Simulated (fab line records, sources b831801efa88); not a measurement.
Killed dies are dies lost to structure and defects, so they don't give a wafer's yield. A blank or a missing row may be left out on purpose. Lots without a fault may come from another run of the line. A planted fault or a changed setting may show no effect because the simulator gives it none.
fab line records | flow sky130
record lots=5 wafers=15 last_day=49
route steps=708 shown POLY_GATE@225 LDD_N@237 LDD_P@255
lots that met no fault: from a run of the same line without faults
start_h: hours from the record's first day to the start of the lot's first wafer shown | wait_h: hours since the lot's step before | " the same as in the row above | L1.1+2: a row that stands for several wafers | - no value, or no start given | * or withheld: withheld | < > ~ a bound
route shown NAME@n: a module of which the file shows steps, and the number in the route of the first | usual: mean/standard deviation of fault-free wafers | same: alike in all rows | chamber/n: place in a boat | sites: the reading at each site | _std_site: their standard deviation | _edge_site: outer sites' mean less inner sites' | radius_mm: how far each site lies from the wafer's centre | mask NAME#n: copy n | behind: the tool/chamber that last shaped the wafer | hold: why the lot was held/for how many hours/how that ended | device: the transistor (n, p or np) that didn't switch | end of line: the same wafers' tests at the end of the route | a step without rows: its recipe alone | killed: dies lost to structure and defects at the first sort, not the wafer's yield | map: a wafer's dies, x killed, . not, _ none there
set.NAME: the setting as run; set.NAME@STEP: as run at that earlier step | model.NAME: the simulator's own value behind a step, which no gauge read
lots at some steps of the route; a table a step, a row a wafer
services: from which hour (start_h, from the record's first day; less than 0 if before it) a tool's chamber was out of use, for how many hours, and why
## steps
# step SKY_POLY_GATE_PEB_11
# recipe peb_temp_c=withheld peb_time_s=withheld resist=KrF-thick
# columns lot.wafer tool chamber start_h wait_h
L074.2+4+5 litho_track-01 0 - -
L076.2+5+6 litho_track-01 0 - -
L082.1+3+4 litho_track-03 0 - -
L084.1+3+6 litho_track-04 0 - -
L090.1+4+5 litho_track-01 0 - -
# step SKY_POLY_GATE_DEVELOP_12
# recipe develop_time_s=60 resist=KrF-thick dev_temp_c=21
# usual developer_temp_C=20.97/0.12
# columns lot.wafer tool chamber start_h wait_h developer_temp_C
L074.2 litho_track-01 0 - - 21.12
L074.4 " 0 " " 20.88
L074.5 " 0 " " 21.06
L076.2 litho_track-01 0 - - 20.76
L076.5 " 0 " " 20.73
L076.6 " 0 " " 20.86
L082.1 litho_track-03 0 - - 21.14
L082.3 " 0 " " 20.85
L082.4 " 0 " " 21.01
L084.1 litho_track-04 0 - - 21.06
L084.3 " 0 " " 21.05
L084.6 " 0 " " 21.23
L090.1 litho_track-01 0 - - 21.11
L090.4 " 0 " " 21.14
L090.5 " 0 " " 20.98
# step SKY_POLY_GATE_CD_MEAS_13
# recipe target_cd_nm=150
# usual cd_nm=149.8/1.7
# columns lot.wafer tool chamber start_h wait_h cd_nm
L074.2 cd_sem-02 - 374.59 - 148.8
L074.4 " - " " 147.3
L074.5 " - " " 148.8
L076.2 cd_sem-02 - 390.64 - 148.3
L076.5 " - " " 148.6
L076.6 " - " " 148.0
L082.1 cd_sem-02 - 443.80 - 149.8
L082.3 " - " " 150.2
L082.4 " - " " 150.8
L084.1 cd_sem-01 - 458.92 - 149.8
L084.3 " - " " 148.7
L084.6 " - " " 149.3
L090.1 cd_sem-02 - 517.82 - 149.8
L090.4 " - " " 150.2
L090.5 " - " " 150.3
# step SKY_POLY_GATE_OVL_MEAS_14
# usual POLY_GATE_OVL=-1/5.4
# columns lot.wafer tool chamber start_h wait_h POLY_GATE_OVL[nm]
L074.2 overlay-01 - 374.69 0.1 -1
L074.4 " - " " -8
L074.5 " - " " -6
L076.2 overlay-01 - 390.74 0.1 -1
L076.5 " - " " 6
L076.6 " - " " 2
L082.1 overlay-01 - 443.92 0.1 5
L082.3 " - " " -2
L082.4 " - " " -7
L084.1 overlay-01 - 459.04 0.1 -4
L084.3 " - " " -1
L084.6 " - " " 2
L090.1 overlay-01 - 517.94 0.1 9
L090.4 " - " " 1
L090.5 " - " " 3
# step SKY_POLY_GATE_ETCH_15
# recipe chemistry=N2/H2 target=BARC ion_energy_ev=200 source_w=500 bias_w=100 pressure_mtorr=30 n2_flow_sccm=100 h2_flow_sccm=200 stop_on=SiO2 time_s=118.5 target_depth_a=1100
# usual drypump_motor_current_A=5.7/0.52 oes_product_au=0.717/0.0046 throttle_valve_pct=13.213/0.0084
# columns lot.wafer tool chamber start_h wait_h drypump_motor_current_A oes_product_au rf_hours_counter_h throttle_valve_pct
L074.2 rie_diel-04 2 374.72 0.0 5.8 0.716 103 13.214
L074.4 " 0 " " 6.0 0.722 22 13.207
L074.5 " 2 " " 5.8 0.718 - 13.225
L076.2 rie_diel-02 2 390.77 0.0 5.7 0.714 109 13.204
L076.5 " 0 " " 6.4 0.724 - 13.212
L076.6 " 2 " " 5.7 0.718 - 13.225
L082.1 rie_diel-04 1 443.96 0.0 5.1 0.718 79 13.201
L082.3 " 0 " " 6.0 0.715 23 13.209
L082.4 " 3 " " 5.3 0.718 - 13.202
L084.1 rie_diel-02 3 459.08 0.0 5.4 0.713 12 13.208
L084.3 " 2 " " 5.7 0.723 1 13.226
L084.6 " 3 " " 5.4 0.709 - 13.200
L090.1 rie_diel-04 0 517.97 0.0 6.0 0.715 25 13.217
L090.4 " 3 " " 5.3 0.713 12 13.211
L090.5 " 2 " " 5.7 0.725 - 13.214
# step SKY_POLY_GATE_ETCH_16
# recipe stop_on=poly-Si chemistry=CH3F/O2 target=Si3N4 source_w=400 bias_w=80 pressure_mtorr=25 ch3f_flow_sccm=40 O2_flow_sccm=30 time_s=147.5 target_depth_a=750
# usual ch3f_flow_sccm=40.00/0.12 drypump_motor_current_A=5.7/0.52 oes_product_au=0.642/0.005 throttle_valve_pct=10.536/0.0099
# columns lot.wafer tool chamber start_h wait_h ch3f_flow_sccm drypump_motor_current_A oes_product_au rf_hours_counter_h throttle_valve_pct
L074.2 rie_diel-04 2 374.81 0.0 40.00 5.8 0.642 103 10.540
L074.4 " 0 " " 40.03 6.0 0.643 22 10.551
L074.5 " 2 " " 40.20 5.8 0.644 - 10.529
L076.2 rie_diel-02 2 390.86 0.0 40.07 5.7 0.632 109 10.541
L076.5 " 0 " " 40.13 6.4 0.643 - 10.520
L076.6 " 2 " " 40.08 5.7 0.641 - 10.519
L082.1 rie_diel-04 1 444.04 0.0 40.02 5.1 0.644 79 10.546
L082.3 " 0 " " 40.01 6.0 0.634 23 10.533
L082.4 " 3 " " 40.10 5.3 0.640 - 10.533
L084.1 rie_diel-02 3 459.16 0.0 40.16 5.4 0.642 12 10.519
L084.3 " 2 " " 40.19 5.7 0.640 1 10.549
L084.6 " 3 " " 39.93 5.4 0.631 - 10.526
L090.1 rie_diel-04 0 518.06 0.0 39.99 6.0 0.647 25 10.549
L090.4 " 3 " " 40.04 5.3 0.640 12 10.520
L090.5 " 2 " " 39.98 5.8 0.638 - 10.535
# step SKY_POLY_GATE_ETCH_17
# recipe target_depth_nm=180 stop_on=SiO2 over_etch_frac=0.56667 chemistry=HBr/Cl2 target=poly-Si icp_w=400 bias_w=100 pressure_mtorr=10 HBr_flow_sccm=150 Cl2_flow_sccm=50 time_s=67.32
# usual HBr_flow_sccm=150.0/0.43 drypump_motor_current_A=5.6/0.38 oes_product_au=0.994/0.0068 throttle_valve_pct=33.684/0.0093
# columns lot.wafer tool chamber start_h wait_h HBr_flow_sccm drypump_motor_current_A oes_product_au rf_hours_counter_h throttle_valve_pct
L074.2 rie_si-02 2 374.91 0.0 149.9 5.8 0.989 72 33.680
L074.4 " 1 " " 150.4 5.5 0.992 2 33.676
L074.5 " 3 " " 149.9 5.2 0.998 - 33.694
L076.2 rie_si-01 3 390.96 0.0 150.1 5.9 0.985 0 33.687
L076.5 " 3 " " 150.1 5.9 0.987 - 33.684
L076.6 " 2 " " 150.4 4.9 0.996 - 33.683
L082.1 rie_si-01 3 444.14 0.0 149.9 5.9 0.976 1 33.668
L082.3 " 0 " " 149.5 5.7 0.991 0 33.669
L082.4 " 1 " " 149.7 5.6 0.992 4 33.702
L084.1 rie_si-02 2 459.26 0.0 150.0 5.8 0.989 0 33.689
L084.3 " 3 " " 150.6 5.2 0.981 4 33.695
L084.6 " 3 " " 150.2 5.2 0.990 - 33.688
L090.1 rie_si-01 2 518.15 0.0 150.3 4.9 1.002 1 33.674
L090.4 " 0 " " 150.1 5.7 0.996 1 33.669
L090.5 " 0 " " 150.0 5.7 0.996 - 33.679
# step SKY_POLY_GATE_STRIP_18
# recipe chemistry=O2/N2 power_w=1400 pressure_mtorr=1500 platen_temp_c=withheld o2_flow_sccm=3000 n2_flow_sccm=300 overash_fraction=0.5
# usual drypump_motor_current_A=5.7/0.55 oes_product_au=0.363/0.0045 strip_time_to_endpoint_s=3.206/0.029
# columns lot.wafer tool chamber start_h wait_h drypump_motor_current_A oes_product_au rf_hours_counter_h strip_time_to_endpoint_s
L074.2 plasma_asher-02 1 374.96 0.0 5.5 0.356 65 3.234
L074.4 " 1 " " 5.5 0.363 - 3.206
L074.5 " 1 " " 5.5 0.366 - 3.235
L076.2 plasma_asher-04 0 391.01 0.0 6.6 0.367 27 3.240
L076.5 " 1 " " 5.3 0.352 - 3.180
L076.6 " 0 " " 6.6 0.359 - 3.234
L082.1 plasma_asher-02 1 444.19 0.0 5.5 0.356 1 3.236
L082.3 " 0 " " 4.9 0.375 - 3.219
L082.4 " 1 " " 5.5 0.367 - 3.226
L084.1 plasma_asher-03 0 459.31 0.0 6.0 0.362 77 3.196
L084.3 " 0 " " 6.0 0.365 - 3.193
L084.6 " 0 " " 6.0 0.364 - 3.195
L090.1 plasma_asher-02 0 518.21 0.0 4.9 0.365 8 3.188
L090.4 " 1 " " 5.6 0.362 - 3.206
L090.5 " 1 " " 5.6 0.357 - 3.195
# step SKY_POLY_GATE_CLEAN_19
# recipe chemistry=SC1/SC2 mix=1:4:20 temp_c=70 time_s=150 dry=n2_spin
# columns lot.wafer tool chamber start_h wait_h
L074.2+4+5 wet_bench-02 1 375.06 0.1
L076.2+5+6 wet_bench-02 3 391.11 0.1
L082.1+3+4 wet_bench-01 0 444.29 0.1
L084.1+3+6 wet_bench-01 2 459.41 0.1
L090.1+4+5 wet_bench-02 0 518.31 0.1
# step SKY_POLY_GATE_OXIDATION_20
# recipe temp_c=850 ambient=O2 stabilise_s=600 purge_s=300 target_thk_a=40 ox_time_s=899
# usual zone_power_lower_pct=15.7/0.64
# same ox_time_s=899 purge_s=300
# columns lot.wafer tool chamber start_h wait_h zone_power_lower_pct
L074.2 furnace-02 0 377.10 2.0 15.3
L074.4 " 0 " " 14.8
L074.5 " 0 " " 15.4
L076.2 furnace-01 0 392.98 1.8 16.4
L076.5 " 0 " " 16.7
L076.6 " 0 " " 16.3
L082.1 furnace-02 0 444.34 0.0 15.0
L082.3 " 0 " " 14.9
L082.4 " 0 " " 15.3
L084.1 furnace-02 0 460.21 0.7 15.1
L084.3 " 0 " " 15.1
L084.6 " 0 " " 15.0
L090.1 furnace-02 0 518.36 0.0 15.1
L090.4 " 0 " " 15.2
L090.5 " 0 " " 15.3
# step SKY_POLY_GATE_THK_MEAS_21
# recipe reads=SiO2_of_POLY_GATE_OXIDATION_20
# usual POLY_GATE_OXIDATION_THK=3.99/0.09
# columns lot.wafer tool chamber start_h wait_h POLY_GATE_OXIDATION_THK[nm]
L074.2 film_metro-01 - 378.36 0.0 4.05
L074.4 " - " " 3.95
L074.5 " - " " 3.99
L076.2 film_metro-02 - 394.24 0.0 4.20
L076.5 " - " " 4.14
L076.6 " - " " 4.06
L082.1 film_metro-01 - 445.59 0.0 3.90
L082.3 " - " " 3.92
L082.4 " - " " 3.92
L084.1 film_metro-01 - 461.46 0.0 4.09
L084.3 " - " " 4.05
L084.6 " - " " 4.04
L090.1 film_metro-02 - 519.61 0.0 3.91
L090.4 " - " " 3.94
L090.5 " - " " 3.97
# step SKY_POLY_GATE_CD_MEAS_22
# usual cd_nm=150.0/2.2
# columns lot.wafer tool chamber start_h wait_h cd_nm
L074.2 cd_sem-01 - 378.44 0.1 147.0
L074.4 " - " " 145.9
L074.5 " - " " 147.7
L076.2 cd_sem-02 - 394.32 0.1 148.2
L076.5 " - " " 150.3
L076.6 " - " " 148.8
L082.1 cd_sem-01 - 445.65 0.1 148.4
L082.3 " - " " 149.4
L082.4 " - " " 149.4
L084.1 cd_sem-01 - 461.52 0.1 151.2
L084.3 " - " " 149.7
L084.6 " - " " 151.5
L090.1 cd_sem-02 - 519.67 0.1 152.6
L090.4 " - " " 150.1
L090.5 " - " " 150.4
# step SKY_LDD_N_DEHYDRATE_00
# recipe temp_c=200 time_s=60
# columns lot.wafer tool chamber start_h wait_h
L074.2+4+5 litho_track-01 0 392.59 14.1
L076.2+5+6 litho_track-01 0 407.84 13.5
L082.1+3+4 litho_track-01 0 460.67 15.0
L084.1+3+6 litho_track-02 0 476.35 14.8
L090.1+4+5 litho_track-03 0 533.80 14.1
# step SKY_LDD_N_HMDS_01
# recipe prime_time_s=60 prime_temp_c=120
# columns lot.wafer tool chamber start_h wait_h
L074.2+4+5 litho_track-01 0 392.74 0.1
L076.2+5+6 litho_track-01 0 407.99 0.1
L082.1+3+4 litho_track-01 0 460.82 0.1
L084.1+3+6 litho_track-02 0 476.50 0.1
L090.1+4+5 litho_track-03 0 533.95 0.1
# step SKY_LDD_N_COAT_02
# recipe resist=NOVOLAK spin_rpm=3000 resist_thk_nm=300
# columns lot.wafer tool chamber start_h wait_h
L074.2+4+5 litho_track-01 0 392.89 0.1
L076.2+5+6 litho_track-01 0 408.14 0.1
L082.1+3+4 litho_track-01 0 460.97 0.1
L084.1+3+6 litho_track-02 0 476.65 0.1
L090.1+4+5 litho_track-03 0 534.10 0.1
# step SKY_LDD_N_SOFTBAKE_03
# recipe temp_c=90 time_s=60 resist=NOVOLAK
# columns lot.wafer tool chamber start_h wait_h
L074.2+4+5 litho_track-01 0 393.04 0.1
L076.2+5+6 litho_track-01 0 408.29 0.1
L082.1+3+4 litho_track-01 0 461.12 0.1
L084.1+3+6 litho_track-02 0 476.80 0.1
L090.1+4+5 litho_track-03 0 534.25 0.1
# step SKY_LDD_N_EXPOSE_04
# recipe mask_id=NTM target_cd_nm=840 na=0.6 source_shape=conventional sigma_outer=0.6 dose_mj=110
# usual reticle_temp_C=23.04/0.11 stage_vel_mm_s=500.04/0.25
# columns lot.wafer tool chamber start_h wait_h mask reticle_temp_C stage_vel_mm_s
L074.2 iline_stepper-02 0 - - NTM#0 23.24 500.19
L074.4 " 0 " " NTM#0 23.12 500.27
L074.5 " 0 " " NTM#0 23.15 500.08
L076.2 iline_stepper-02 0 - - NTM#0 23.01 500.29
L076.5 " 0 " " NTM#0 23.04 499.89
L076.6 " 0 " " NTM#0 22.98 500.10
L082.1 iline_stepper-01 0 - - NTM#0 23.13 499.75
L082.3 " 0 " " NTM#0 23.15 500.06
L082.4 " 0 " " NTM#0 23.09 499.98
L084.1 iline_stepper-02 0 - - NTM#0 23.13 500.17
L084.3 " 0 " " NTM#0 23.00 500.17
L084.6 " 0 " " NTM#0 22.98 501.02
L090.1 iline_stepper-01 0 - - NTM#0 22.89 499.93
L090.4 " 0 " " NTM#0 23.05 500.12
L090.5 " 0 " " NTM#0 23.02 499.84
# step SKY_LDD_N_PEB_05
# recipe temp_c=withheld time_s=* resist=NOVOLAK
# columns lot.wafer tool chamber start_h wait_h
L074.2+4+5 litho_track-03 0 - -
L076.2+5+6 litho_track-03 0 - -
L082.1+3+4 litho_track-01 0 - -
L084.1+3+6 litho_track-01 0 - -
L090.1+4+5 litho_track-02 0 - -
# step SKY_LDD_N_DEVELOP_06
# recipe develop_time_s=60 dev_temp_c=23
# usual developer_temp_C=23.02/0.11
# columns lot.wafer tool chamber start_h wait_h developer_temp_C
L074.2 litho_track-03 0 407.13 0.1 23.06
L074.4 " 0 " " 23.02
L074.5 " 0 " " 23.10
L076.2 litho_track-03 0 423.78 0.1 23.01
L076.5 " 0 " " 23.07
L076.6 " 0 " " 23.23
L082.1 litho_track-01 0 475.97 0.1 23.12
L082.3 " 0 " " 23.06
L082.4 " 0 " " 22.93
L084.1 litho_track-01 0 492.52 0.1 23.05
L084.3 " 0 " " 23.15
L084.6 " 0 " " 23.19
L090.1 litho_track-02 0 549.15 0.1 23.18
L090.4 " 0 " " 23.20
L090.5 " 0 " " 23.12
# step SKY_LDD_N_OVL_MEAS_07
# usual LDD_N_OVL=-0.2/1.3
# columns lot.wafer tool chamber start_h wait_h LDD_N_OVL[nm]
L074.2 overlay-01 - 407.26 0.1 0.8
L074.4 " - " " 3.4
L074.5 " - " " 1.8
L076.2 overlay-01 - 423.91 0.1 1.8
L076.5 " - " " -1.3
L076.6 " - " " 0.9
L082.1 overlay-01 - 476.12 0.1 1.5
L082.3 " - " " -0.6
L082.4 " - " " 0.5
L084.1 overlay-01 - 492.67 0.1 1.7
L084.3 " - " " 0.8
L084.6 " - " " -1.0
L090.1 overlay-02 - 549.30 0.1 -1.8
L090.4 " - " " -2.0
L090.5 " - " " -0.9
# step SKY_LDD_N_IMPLANT_08
# recipe species=As energy_kev=20 dose_cm2=7.5e+13 tilt_deg=withheld rotation_deg=23
# columns lot.wafer tool chamber start_h wait_h
L074.2+4+5 implanter-01 0 407.31 0.0
L076.2+5+6 implanter-01 0 423.96 0.0
L082.1+3+4 implanter-01 0 476.15 0.0
L084.1+3+6 implanter-01 0 492.70 0.0
L090.1+4+5 implanter-03 0 549.33 0.0
# step SKY_LDD_N_IMPLANT_09
# recipe species=As energy_kev=20 dose_cm2=7.5e+13 tilt_deg=withheld rotation_deg=113
# columns lot.wafer tool chamber start_h wait_h
L074.2+4+5 implanter-01 0 407.46 0.1
L076.2+5+6 implanter-01 0 424.11 0.1
L082.1+3+4 implanter-01 0 476.30 0.1
L084.1+3+6 implanter-01 0 492.85 0.1
L090.1+4+5 implanter-03 0 549.48 0.1
# step SKY_LDD_N_IMPLANT_10
# recipe species=As energy_kev=20 dose_cm2=7.5e+13 tilt_deg=withheld rotation_deg=203
# columns lot.wafer tool chamber start_h wait_h
L074.2+4+5 implanter-01 0 407.61 0.1
L076.2+5+6 implanter-01 0 424.26 0.1
L082.1+3+4 implanter-01 0 476.45 0.1
L084.1+3+6 implanter-01 0 493.00 0.1
L090.1+4+5 implanter-03 0 549.63 0.1
# step SKY_LDD_N_IMPLANT_11
# recipe species=As energy_kev=20 dose_cm2=7.5e+13 tilt_deg=withheld rotation_deg=293
# columns lot.wafer tool chamber start_h wait_h
L074.2+4+5 implanter-01 0 407.76 0.1
L076.2+5+6 implanter-01 0 424.41 0.1
L082.1+3+4 implanter-01 0 476.60 0.1
L084.1+3+6 implanter-01 0 493.15 0.1
L090.1+4+5 implanter-03 0 549.78 0.1
# step SKY_LDD_N_IMPLANT_12
# recipe species=BF2 energy_kev=50 dose_cm2=5e+12 tilt_deg=30 rotation_deg=0
# columns lot.wafer tool chamber start_h wait_h
L074.2+4+5 implanter-01 0 407.91 0.1
L076.2+5+6 implanter-01 0 424.56 0.1
L082.1+3+4 implanter-01 0 476.75 0.1
L084.1+3+6 implanter-01 0 493.30 0.1
L090.1+4+5 implanter-03 0 549.93 0.1
# step SKY_LDD_N_IMPLANT_13
# recipe species=BF2 energy_kev=50 dose_cm2=5e+12 tilt_deg=30 rotation_deg=90
# columns lot.wafer tool chamber start_h wait_h
L074.2+4+5 implanter-01 0 408.06 0.1
L076.2+5+6 implanter-01 0 424.71 0.1
L082.1+3+4 implanter-01 0 476.90 0.1
L084.1+3+6 implanter-01 0 493.45 0.1
L090.1+4+5 implanter-03 0 550.08 0.1
# step SKY_LDD_N_IMPLANT_14
# recipe species=BF2 energy_kev=50 dose_cm2=5e+12 tilt_deg=30 rotation_deg=180
# columns lot.wafer tool chamber start_h wait_h
L074.2+4+5 implanter-01 0 408.21 0.1
L076.2+5+6 implanter-01 0 424.86 0.1
L082.1+3+4 implanter-01 0 477.05 0.1
L084.1+3+6 implanter-01 0 493.60 0.1
L090.1+4+5 implanter-03 0 550.23 0.1
# step SKY_LDD_N_IMPLANT_15
# recipe species=BF2 energy_kev=50 dose_cm2=5e+12 tilt_deg=30 rotation_deg=270
# columns lot.wafer tool chamber start_h wait_h
L074.2+4+5 implanter-01 0 408.36 0.1
L076.2+5+6 implanter-01 0 425.01 0.1
L082.1+3+4 implanter-01 0 477.20 0.1
L084.1+3+6 implanter-01 0 493.75 0.1
L090.1+4+5 implanter-03 0 550.38 0.1
# step SKY_LDD_N_STRIP_16
# recipe chemistry=O2/N2 power_w=1400 pressure_mtorr=1500 platen_temp_c=withheld o2_flow_sccm=3000 n2_flow_sccm=300 overash_fraction=0.5
# usual drypump_motor_current_A=5.4/0.47 oes_product_au=0.407/0.0045 strip_time_to_endpoint_s=4.319/0.014
# columns lot.wafer tool chamber start_h wait_h drypump_motor_current_A oes_product_au rf_hours_counter_h strip_time_to_endpoint_s
L074.2 plasma_asher-02 0 408.49 0.1 4.9 0.407 69 4.344
L074.4 " 0 " " 4.9 0.415 - 4.319
L074.5 " 0 " " 4.9 0.408 - 4.310
L076.2 plasma_asher-03 0 425.14 0.1 6.1 0.403 73 4.315
L076.5 " 1 " " 5.9 0.410 - 4.318
L076.6 " 0 " " 6.0 0.410 - 4.330
L082.1 plasma_asher-02 1 477.35 0.1 5.5 0.411 5 4.307
L082.3 " 0 " " 4.9 0.403 - 4.312
L082.4 " 1 " " 5.5 0.411 - 4.304
L084.1 plasma_asher-02 1 493.90 0.1 5.5 0.409 6 4.329
L084.3 " 1 " " 5.5 0.410 - 4.333
L084.6 " 1 " " 5.6 0.409 - 4.331
L090.1 plasma_asher-02 1 550.53 0.1 5.5 0.414 12 4.319
L090.4 " 0 " " 4.9 0.412 - 4.321
L090.5 " 1 " " 5.5 0.411 - 4.328
# step SKY_LDD_N_TW_MEAS_17
# usual LDD_N_TW=2585/29
# columns lot.wafer tool chamber start_h wait_h LDD_N_TW
L074.2 film_metro-03 - 408.60 0.1 2575
L074.4 " - " " 2589
L074.5 " - " " 2569
L076.2 film_metro-04 - 425.25 0.1 2610
L076.5 " - " " 2615
L076.6 " - " " 2619
L082.1 film_metro-04 - 477.45 0.1 2613
L082.3 " - " " 2600
L082.4 " - " " 2626
L084.1 film_metro-03 - 494.00 0.1 2580
L084.3 " - " " 2590
L084.6 " - " " 2573
L090.1 film_metro-04 - 550.63 0.1 2617
L090.4 " - " " 2627
L090.5 " - " " 2609
# step SKY_LDD_P_DEHYDRATE_00
# recipe temp_c=200 time_s=60
# columns lot.wafer tool chamber start_h wait_h
L074.2+4+5 litho_track-02 0 423.42 14.8
L076.2+5+6 litho_track-02 0 439.57 14.3
L082.1+3+4 litho_track-03 0 492.45 15.0
L084.1+3+6 litho_track-03 0 507.95 13.9
L090.1+4+5 litho_track-02 0 564.65 14.0
# step SKY_LDD_P_HMDS_01
# recipe prime_time_s=60 prime_temp_c=120
# columns lot.wafer tool chamber start_h wait_h
L074.2+4+5 litho_track-02 0 423.57 0.1
L076.2+5+6 litho_track-02 0 439.72 0.1
L082.1+3+4 litho_track-03 0 492.60 0.1
L084.1+3+6 litho_track-03 0 508.10 0.1
L090.1+4+5 litho_track-02 0 564.80 0.1
# step SKY_LDD_P_COAT_02
# recipe resist=NOVOLAK spin_rpm=2930 resist_thk_nm=1140
# columns lot.wafer tool chamber start_h wait_h
L074.2+4+5 litho_track-02 0 423.72 0.1
L076.2+5+6 litho_track-02 0 439.87 0.1
L082.1+3+4 litho_track-03 0 492.75 0.1
L084.1+3+6 litho_track-03 0 508.25 0.1
L090.1+4+5 litho_track-02 0 564.95 0.1
# step SKY_LDD_P_SOFTBAKE_03
# recipe temp_c=90 time_s=60 resist=NOVOLAK
# columns lot.wafer tool chamber start_h wait_h
L074.2+4+5 litho_track-02 0 423.87 0.1
L076.2+5+6 litho_track-02 0 440.02 0.1
L082.1+3+4 litho_track-03 0 492.90 0.1
L084.1+3+6 litho_track-03 0 508.40 0.1
L090.1+4+5 litho_track-02 0 565.10 0.1
# step SKY_LDD_P_EXPOSE_04
# recipe mask_id=PSDM na=0.6 source_shape=conventional sigma_outer=0.6 polarization=unpolarized target_cd_nm=380 dose_mj=138
# usual reticle_temp_C=23.01/0.11 stage_vel_mm_s=500.01/0.28
# columns lot.wafer tool chamber start_h wait_h mask reticle_temp_C stage_vel_mm_s
L074.2 iline_stepper-01 0 - - PSDM#0 23.30 500.25
L074.4 " 0 " " PSDM#0 23.06 500.03
L074.5 " 0 " " PSDM#0 22.94 499.71
L076.2 iline_stepper-01 0 - - PSDM#0 23.11 499.31
L076.5 " 0 " " PSDM#0 23.12 499.71
L076.6 " 0 " " PSDM#0 23.07 499.54
L082.1 iline_stepper-01 0 - - PSDM#0 22.93 499.87
L082.3 " 0 " " PSDM#0 23.20 499.98
L082.4 " 0 " " PSDM#0 23.18 499.91
L084.1 iline_stepper-01 0 - - PSDM#0 22.96 500.39
L084.3 " 0 " " PSDM#0 23.12 500.53
L084.6 " 0 " " PSDM#0 23.11 500.43
L090.1 iline_stepper-01 0 - - PSDM#0 23.15 500.11
L090.4 " 0 " " PSDM#0 22.93 500.25
L090.5 " 0 " " PSDM#0 22.96 500.20
# step SKY_LDD_P_PEB_05
# recipe temp_c=withheld time_s=* resist=NOVOLAK
# columns lot.wafer tool chamber start_h wait_h
L074.2+4+5 litho_track-04 0 - -
L076.2+5+6 litho_track-04 0 - -
L082.1+3+4 litho_track-03 0 - -
L084.1+3+6 litho_track-03 0 - -
L090.1+4+5 litho_track-02 0 - -
# step SKY_LDD_P_DEVELOP_06
# recipe resist=NOVOLAK developer=TMAH develop_time_s=60 dev_temp_c=23
# usual developer_temp_C=22.98/0.093
# columns lot.wafer tool chamber start_h wait_h developer_temp_C
L074.2 litho_track-04 0 439.09 0.1 22.84
L074.4 " 0 " " 22.80
L074.5 " 0 " " 22.89
L076.2 litho_track-04 0 455.49 0.1 23.09
L076.5 " 0 " " 22.74
L076.6 " 0 " " 22.82
L082.1 litho_track-03 0 507.50 0.1 22.94
L082.3 " 0 " " 22.99
L082.4 " 0 " " 23.03
L084.1 litho_track-03 0 523.50 0.1 23.00
L084.3 " 0 " " 23.00
L084.6 " 0 " " 22.94
L090.1 litho_track-02 0 579.75 0.1 23.03
L090.4 " 0 " " 22.94
L090.5 " 0 " " 22.82
# step SKY_LDD_P_CD_MEAS_07
# recipe target_cd_nm=380
# usual cd_nm=379/3.4
# columns lot.wafer tool chamber start_h wait_h cd_nm
L074.2 cd_sem-01 - 439.24 0.1 382
L074.4 " - " " 382
L074.5 " - " " 381
L076.2 cd_sem-01 - 455.64 0.1 373
L076.5 " - " " 375
L076.6 " - " " 374
L082.1 cd_sem-01 - 507.65 0.1 380
L082.3 " - " " 381
L082.4 " - " " 379
L084.1 cd_sem-02 - 523.65 0.1 377
L084.3 " - " " 377
L084.6 " - " " 379
L090.1 cd_sem-01 - 579.90 0.1 384
L090.4 " - " " 386
L090.5 " - " " 386
# step SKY_LDD_P_OVL_MEAS_08
# usual LDD_P_OVL=-0.9/1.5
# columns lot.wafer tool chamber start_h wait_h LDD_P_OVL[nm]
L074.2 overlay-01 - 439.35 0.1 -1.3
L074.4 " - " " -0.3
L074.5 " - " " -0.7
L076.2 overlay-01 - 455.75 0.1 -0.5
L076.5 " - " " -2.0
L076.6 " - " " -0.3
L082.1 overlay-01 - 507.77 0.1 0.2
L082.3 " - " " -1.1
L082.4 " - " " 0.1
L084.1 overlay-02 - 523.77 0.1 -1.1
L084.3 " - " " -2.3
L084.6 " - " " 0.2
L090.1 overlay-01 - 580.02 0.1 -2.1
L090.4 " - " " -1.9
L090.5 " - " " -1.4
# step SKY_LDD_P_IMPLANT_09
# recipe species=BF2 energy_kev=25 dose_cm2=1e+13 tilt_deg=withheld
# columns lot.wafer tool chamber start_h wait_h
L074.2+4+5 implanter-01 0 439.40 0.0
L076.2+5+6 implanter-04 0 455.80 0.0
L082.1+3+4 implanter-01 0 507.81 0.0
L084.1+3+6 implanter-01 0 523.81 0.0
L090.1+4+5 implanter-01 0 580.05 0.0
# step SKY_LDD_P_STRIP_10
# recipe chemistry=O2/N2 power_w=1400 pressure_mtorr=1500 platen_temp_c=withheld o2_flow_sccm=3000 n2_flow_sccm=300 overash_fraction=0.5
# usual drypump_motor_current_A=5.4/0.56 oes_product_au=0.715/0.0043 strip_time_to_endpoint_s=14.32/0.036
# columns lot.wafer tool chamber start_h wait_h drypump_motor_current_A oes_product_au rf_hours_counter_h strip_time_to_endpoint_s
L074.2 plasma_asher-01 1 439.53 0.1 6.1 0.718 62 14.37
L074.4 " 0 " " 4.9 0.715 - 14.38
L074.5 " 0 " " 4.9 0.720 - 14.36
L076.2 plasma_asher-01 0 455.93 0.1 4.9 0.709 64 14.27
L076.5 " 1 " " 6.1 0.711 - 14.29
L076.6 " 0 " " 4.9 0.709 - 14.30
L082.1 plasma_asher-02 1 507.96 0.1 5.5 0.712 8 14.32
L082.3 " 1 " " 5.6 0.716 - 14.32
L082.4 " 0 " " 5.0 0.722 - 14.33
L084.1 plasma_asher-02 0 523.96 0.1 4.9 0.705 9 14.28
L084.3 " 0 " " 4.9 0.713 - 14.25
L084.6 " 0 " " 4.9 0.707 - 14.27
L090.1 plasma_asher-02 0 580.20 0.1 5.0 0.719 15 14.29
L090.4 " 0 " " 4.9 0.713 - 14.27
L090.5 " 1 " " 5.6 0.723 - 14.28
## services
# columns tool chamber start_h hours kind
rie_diel-02 - 354.53 0.7 repair
rie_diel-04 1 357.35 8.5 repair
implanter-01 - 373.59 5.7 repair
implanter-01 - 374.48 0.6 repair
furnace-02 - 378.57 1.3 repair
rie_diel-02 3 384.89 6.0 repair
implanter-03 - 408.45 14.1 pm
implanter-01 - 410.30 12.7 repair
plasma_asher-02 - 416.88 3.7 repair
plasma_asher-02 - 421.25 9.0 pm
rie_diel-04 1 436.78 2.5 repair
implanter-03 - 450.43 6.2 pm
iline_stepper-01 - 454.71 2.1 pm
rie_diel-02 3 473.82 39.4 repair
plasma_asher-02 - 478.98 2.8 pm
furnace-02 - 484.30 3.2 pm
furnace-02 - 494.38 2.1 repair
implanter-03 - 514.47 2.1 repair
implanter-03 - 516.10 4.0 repair
plasma_asher-02 - 544.48 4.2 repair
rie_diel-02 - 552.96 28.1 pm
implanter-03 - 557.72 2.2 repair
implanter-01 - 573.25 3.6 pm
implanter-03 - 575.96 3.6 repair
## key
fault none
